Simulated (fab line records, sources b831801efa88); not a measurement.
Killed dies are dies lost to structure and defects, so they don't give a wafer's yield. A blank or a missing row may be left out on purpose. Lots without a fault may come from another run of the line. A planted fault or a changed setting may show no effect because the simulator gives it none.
Tool commonality check | flow sky130 | 12 lots, 36 wafers sampled

WHY IT WAS OPENED
At SKY_VT_ADJUST_PCH_TW_MEAS_10 the reading VT_ADJUST_PCH_TW is flagged on 2 of 12 lots. Wafers without a fault read 142.3, standard deviation 0.73.
Rule: a lot is flagged when every wafer of it that has a number lies more than 4 standard deviations from that mean, or none has a number. The other lots count as sound.

lot  | measured     | on            | VT_ADJUST_PCH_TW, wafer by wafer | flag
L261 | day 10 14:04 | film_metro-04 | 141.7 141.8 141.4                |
L262 | day 10 21:16 | film_metro-03 | 142.1 142.7 141.7                |
L263 | day 11 11:40 | film_metro-01 | 142.6 141.4 142.5                |
L264 | day 11 19:16 | film_metro-04 | 141.4 142.1 141.4                |
L265 | day 12 00:16 | film_metro-03 | 143.0 143.0 143.3                |
L271 | day 13 23:44 | film_metro-03 | 150.3 152.0 150.2                | FLAGGED
L273 | day 14 11:52 | film_metro-04 | 151.5 152.1 150.9                | FLAGGED
L276 | day 15 09:13 | film_metro-01 | 143.4 142.6 144.3                |
L278 | day 16 02:43 | film_metro-03 | 140.8 141.6 141.3                |
L279 | day 16 13:28 | film_metro-04 | 142.8 141.6 142.0                |
L282 | day 17 08:16 | film_metro-03 | 141.4 141.5 141.7                |
L283 | day 17 17:07 | film_metro-04 | 143.5 142.7 142.9                |
The numbers of the flagged lots are 151.2 on average: +8.9 against the usual, or +12 standard deviations.

WHICH TOOL RAN EACH LOT
The record holds 3 process steps before the reading, out of a route of 708 steps. In each cell: the tool, then ch and the chambers that the sampled wafers went through, then the start.
lot  | flag    | SKY_NWELL_STRIP_14                   | SKY_VT_ADJUST_LVTN_STRIP_20          | SKY_VT_ADJUST_PCH_IMPLANT_08
L261 |         | plasma_asher-03 ch 0,1, day 4 17:55  | plasma_asher-04 ch 0,1, day 7 21:12  | implanter-04 ch 0, day 10 13:50
L262 |         | plasma_asher-03 ch 0,1, day 4 22:12  | plasma_asher-02 ch 0,1, day 8 04:00  | implanter-04 ch 0, day 10 21:03
L263 |         | plasma_asher-04 ch 0,1, day 5 09:07  | plasma_asher-04 ch 0,1, day 8 16:31  | implanter-04 ch 0, day 11 11:26
L264 |         | plasma_asher-02 ch 0,1, day 5 15:16  | plasma_asher-04 ch 0,1, day 8 22:07  | implanter-02 ch 0, day 11 19:01
L265 |         | plasma_asher-03 ch 0,1, day 5 19:40  | plasma_asher-02 ch 0, day 9 04:49    | implanter-02 ch 0, day 12 00:02
L271 | FLAGGED | plasma_asher-02 ch 0,1, day 7 08:12  | plasma_asher-02 ch 0,1, day 10 23:02 | implanter-04 ch 0, day 13 23:31
L273 | FLAGGED | plasma_asher-04 ch 0,1, day 7 17:55  | plasma_asher-02 ch 0,1, day 11 09:51 | implanter-04 ch 0, day 14 11:38
L276 |         | plasma_asher-04 ch 0,1, day 8 09:16  | plasma_asher-02 ch 0,1, day 12 04:21 | implanter-02 ch 0, day 15 08:59
L278 |         | plasma_asher-03 ch 1, day 8 23:40    | plasma_asher-02 ch 0, day 12 21:22   | implanter-01 ch 0, day 16 02:29
L279 |         | plasma_asher-02 ch 0,1, day 9 06:40  | plasma_asher-01 ch 0,1, day 13 05:25 | implanter-01 ch 0, day 16 13:14
L282 |         | plasma_asher-03 ch 0,1, day 9 21:58  | plasma_asher-01 ch 0,1, day 13 23:12 | implanter-04 ch 0, day 17 08:02
L283 |         | plasma_asher-04 ch 0,1, day 10 04:58 | plasma_asher-04 ch 0,1, day 14 05:45 | implanter-01 ch 0, day 17 16:52
What these steps do:
- SKY_NWELL_STRIP_14: strips in O2/N2.
- SKY_VT_ADJUST_LVTN_STRIP_20: strips in O2/N2.
- SKY_VT_ADJUST_PCH_IMPLANT_08
- SKY_VT_ADJUST_PCH_TW_MEAS_10

FLAGGED OVER TOTAL, TOOL BY TOOL (the gauges that took the reading come last)
step                         | tool            | lots run | flagged | share of the flagged lots | sound lots run after its first flagged lot
SKY_NWELL_STRIP_14           | plasma_asher-02 | 3        | 1       | some                      | 1 (L279)
SKY_NWELL_STRIP_14           | plasma_asher-03 | 5        | 0       | none                      | -
SKY_NWELL_STRIP_14           | plasma_asher-04 | 4        | 1       | some                      | 2 (L276,L283)
SKY_VT_ADJUST_LVTN_STRIP_20  | plasma_asher-01 | 2        | 0       | none                      | -
SKY_VT_ADJUST_LVTN_STRIP_20  | plasma_asher-02 | 6        | 2       | all                       | 2 (L276,L278)
SKY_VT_ADJUST_LVTN_STRIP_20  | plasma_asher-04 | 4        | 0       | none                      | -
SKY_VT_ADJUST_PCH_IMPLANT_08 | implanter-01    | 3        | 0       | none                      | -
SKY_VT_ADJUST_PCH_IMPLANT_08 | implanter-02    | 3        | 0       | none                      | -
SKY_VT_ADJUST_PCH_IMPLANT_08 | implanter-04    | 6        | 2       | all                       | 1 (L282)
SKY_VT_ADJUST_PCH_TW_MEAS_10 | film_metro-01   | 2        | 0       | none                      | -
SKY_VT_ADJUST_PCH_TW_MEAS_10 | film_metro-03   | 5        | 1       | some                      | 2 (L278,L282)
SKY_VT_ADJUST_PCH_TW_MEAS_10 | film_metro-04   | 5        | 1       | some                      | 2 (L279,L283)

WHAT THE TABLE ALLOWS
2 rows of the table ran every flagged lot: plasma_asher-02 at SKY_VT_ADJUST_LVTN_STRIP_20, implanter-04 at SKY_VT_ADJUST_PCH_IMPLANT_08.
- plasma_asher-02 at SKY_VT_ADJUST_LVTN_STRIP_20: 2 of its 6 lots flagged. Sound lots ran on it after the first flagged one (L276, L278), which a lasting fault on the whole tool wouldn't allow.
- implanter-04 at SKY_VT_ADJUST_PCH_IMPLANT_08: 2 of its 6 lots flagged. Sound lots ran on it after the first flagged one (L282), which a lasting fault on the whole tool wouldn't allow. Its own readings lie more than 4 standard deviations out on every wafer of the flagged lots: dose_ions_cm2, faraday_current_uA.
No row of the table ran every flagged lot and no sound lot after the first.

WHAT THE SIMULATOR HAD PUT IN
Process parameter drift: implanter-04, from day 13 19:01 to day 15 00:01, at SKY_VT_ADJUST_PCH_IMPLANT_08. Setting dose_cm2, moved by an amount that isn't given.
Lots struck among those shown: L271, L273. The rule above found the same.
